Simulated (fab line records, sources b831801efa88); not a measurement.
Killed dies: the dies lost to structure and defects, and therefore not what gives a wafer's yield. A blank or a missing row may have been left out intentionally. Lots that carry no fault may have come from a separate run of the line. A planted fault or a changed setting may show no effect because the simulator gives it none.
Which tool is to blame? | flow sky130 | Sampling: 11 lots, 33 wafers, 5 of 708 route steps

== WHAT EACH GAUGE READ, for each wafer ==
SKY_METAL2_OVL_MEAS_16.
lot  | measured     | on         | METAL2_OVL (nm)
L678 | day 36 14:49 | overlay-02 | -1 -9 -1
L680 | day 37 13:09 | overlay-01 | -7 -13 -11
L685 | day 39 12:19 | overlay-01 | -3 -8 -10
L684 | day 39 15:25 | overlay-02 | -16 -14 -19
L687 | day 40 07:10 | overlay-01 | -4 0 -6
L689 | day 40 18:25 | overlay-01 | -3 1 -1
L691 | day 40 23:27 | overlay-01 | -2 -5 -6
L692 | day 41 05:46 | overlay-02 | -9 -11 -13
L693 | day 41 07:52 | overlay-01 | -8 -11 -8
L695 | day 41 22:55 | overlay-01 | -2 -7 2
L696 | day 42 05:05 | overlay-01 | 3 1 -4

SKY_CAPM_THK_MEAS_01.
lot  | measured     | on            | CAPM_CVD_00_THK (nm)
L678 | day 37 20:10 | film metro-04 | 15.42 15.33 15.64
L680 | day 38 17:51 | film metro-04 | 15.57 15.69 16.08
L685 | day 40 16:05 | film metro-03 | 8.50 8.36 8.46
L684 | day 40 19:16 | film metro-04 | 8.94 8.38 9.38
L687 | day 41 11:15 | film metro-03 | 8.85 8.96 8.66
L689 | day 41 21:46 | film metro-01 | 15.26 15.51 15.44
L691 | day 42 03:23 | film metro-03 | 15.48 15.76 15.47
L692 | day 42 09:38 | film metro-01 | 15.75 15.60 15.79
L693 | day 42 11:25 | film metro-04 | 15.70 15.84 15.51
L695 | day 43 01:31 | film metro-03 | 14.98 15.42 15.50
L696 | day 43 07:04 | film metro-03 | 15.33 15.25 15.36

== EACH LOT AND THE TOOL THAT RAN IT (in order: tool; ch and the chambers of the sampled wafers; start) ==
lot  | SKY_VIA2_ETCH_14                   | SKY_VIA2_CMP_24               | SKY_CAPM_CVD_00
L678 | rie diel-03 ch 1,2, day 37 18:24   | cmp-02 ch 1,2, day 37 19:40   | pecvd-02 ch 1,2, day 37 20:07
L680 | rie diel-04 ch 1,2,3, day 38 15:57 | cmp-02 ch 1,3, day 38 17:25   | pecvd-01 ch 1,2, day 38 17:49
L685 | rie diel-02 ch 0,2,3, day 40 14:33 | cmp-02 ch 1,2, day 40 15:37   | pecvd-02 ch 0,1, day 40 16:04
L684 | rie diel-02 ch 0,2, day 40 17:42   | cmp-02 ch 0,1,3, day 40 18:53 | pecvd-02 ch 0,1,2, day 40 19:14
L687 | rie diel-03 ch 0,1,2, day 41 09:18 | cmp-02 ch 1,2,3, day 41 10:52 | pecvd-02 ch 1,2, day 41 11:13
L689 | rie diel-04 ch 1,2,3, day 41 20:09 | cmp-01 ch 0,2,3, day 41 21:19 | pecvd-03 ch 1,2, day 41 21:44
L691 | rie diel-03 ch 1,2,3, day 42 01:30 | cmp-02 ch 2,3, day 42 02:55   | pecvd-03 ch 1,2, day 42 03:22
L692 | rie diel-03 ch 0,2,3, day 42 07:39 | cmp-01 ch 0,1,2, day 42 09:10 | pecvd-01 ch 0,1,2, day 42 09:37
L693 | rie diel-02 ch 2,3, day 42 09:24   | cmp-01 ch 2,3, day 42 10:55   | pecvd-03 ch 0,1,2, day 42 11:22
L695 | rie diel-04 ch 2,3, day 42 23:54   | cmp-02 ch 2,3, day 43 01:02   | pecvd-03 ch 0,2, day 43 01:29
L696 | rie diel-03 ch 1,2, day 43 05:26   | cmp-01 ch 0,2,3, day 43 06:39 | pecvd-03 ch 0,2, day 43 07:01
- SKY_VIA2_ETCH_14: etches BARC in N2/H2, stops on SiO2, time 45.9 s, target depth 60 nm.
- SKY_VIA2_CMP_24: polishes, stops on SiO2, t overpolish 20 s, target thk 0 nm.
- SKY_CAPM_CVD_00: deposits SiO2, target thk 15.5 nm.

== WHAT THE TOOLS THEMSELVES READ (means of the sampled wafers that have a number; where no wafer has one, the mark that the record gives instead) ==
SKY_VIA2_ETCH_14.
lot  | tool        | drypump motor current A (A) | n2 flow sccm (sccm) | oes product au (a.u.) | throttle valve pct (%)
L678 | rie diel-03 | 5.7                         | 100.16              | 0.857                 | 13.213
L680 | rie diel-04 | 5.4                         | 100.11              | 0.854                 | 13.227
L685 | rie diel-02 | 5.6                         | 100.11              | 0.849                 | 13.226
L684 | rie diel-02 | 5.6                         | 100.27              | 0.853                 | 13.219
L687 | rie diel-03 | 5.8                         | 100.17              | 0.858                 | 13.228
L689 | rie diel-04 | 5.3                         | 99.93               | 0.856                 | 13.225
L691 | rie diel-03 | 5.6                         | 100.16              | 0.853                 | 13.235
L692 | rie diel-03 | 5.7                         | 100.27              | 0.853                 | 13.237
L693 | rie diel-02 | 5.4                         | 99.99               | 0.856                 | 13.231
L695 | rie diel-04 | 5.6                         | 100.11              | 0.857                 | 13.209
L696 | rie diel-03 | 5.6                         | 100.09              | 0.854                 | 13.230

SKY_VIA2_CMP_24.
lot  | tool   | motor current A (A) | overpolish run s (s) | time to endpoint s (s)
L678 | cmp-02 | 11.4                | 20.003               | 106
L680 | cmp-02 | 11.7                | 20.006               | 108
L685 | cmp-02 | 12.1                | 20.001               | 110
L684 | cmp-02 | 11.6                | 19.998               | 109
L687 | cmp-02 | 11.7                | 19.991               | 106
L689 | cmp-01 | 11.7                | 19.997               | 105
L691 | cmp-02 | 11.0                | 20.005               | 108
L692 | cmp-01 | 11.5                | 19.997               | 109
L693 | cmp-01 | 11.9                | 20.004               | 106
L695 | cmp-02 | 11.2                | 19.996               | 111
L696 | cmp-01 | 12.0                | 20.001               | 110

SKY_CAPM_CVD_00.
lot  | tool     | heater power w (W)
L678 | pecvd-02 | 629
L680 | pecvd-01 | 717
L685 | pecvd-02 | 806
L684 | pecvd-02 | 726
L687 | pecvd-02 | 678
L689 | pecvd-03 | 893
L691 | pecvd-03 | 892
L692 | pecvd-01 | 711
L693 | pecvd-03 | 813
L695 | pecvd-03 | 781
L696 | pecvd-03 | 892

== THE ANSWER, worked out from the rows above alone ==
Rule: the lots themselves supply what counts as usual. Put in order of their means at a reading, lots are off if they are a third of the lots or fewer, leave a main group of 4 or more, and stand apart from it by a gap of 3 or more times the standard deviation of the main group's means; of several such gaps the widest counts. The tables above print the reading to a certain number of digits; a main group whose means all agree to those digits is not used. A lot without any number at a reading at which 4 lots or more have one is off too. Any other lot the step has rows for is counted as sound. Order of review: gauges by route order, followed by the tools' own readings, for which a lot's mean as printed above is used. The first step at which some lot is off is used, and at that step the reading that is off furthest; a lot without a number counts as furthest.
Off: L685, L684, L687, at SKY_CAPM_THK_MEAS_01 (CAPM_CVD_00_THK). For the main group the mean is 15.53 nm and the standard deviation 0.17.
A tool fits if, at a process step before that reading, it ran every lot that is off, and no sound lot after the first of them. Those tools and the gauges at SKY_CAPM_THK_MEAS_01 are tried in the same way. One fits: pecvd-02 at SKY_CAPM_CVD_00. Its last sound lot is L678 (day 37 20:07), its first lot that is off L685 (day 40 16:04): a fault that began between those two fits.

== WHAT THE SIMULATOR HAD INSERTED ==
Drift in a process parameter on pecvd-02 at SKY_CAPM_CVD_00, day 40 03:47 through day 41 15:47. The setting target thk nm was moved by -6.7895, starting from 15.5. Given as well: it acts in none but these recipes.
Lots struck among those shown: L685, L684, L687. Same finding as the rule above.
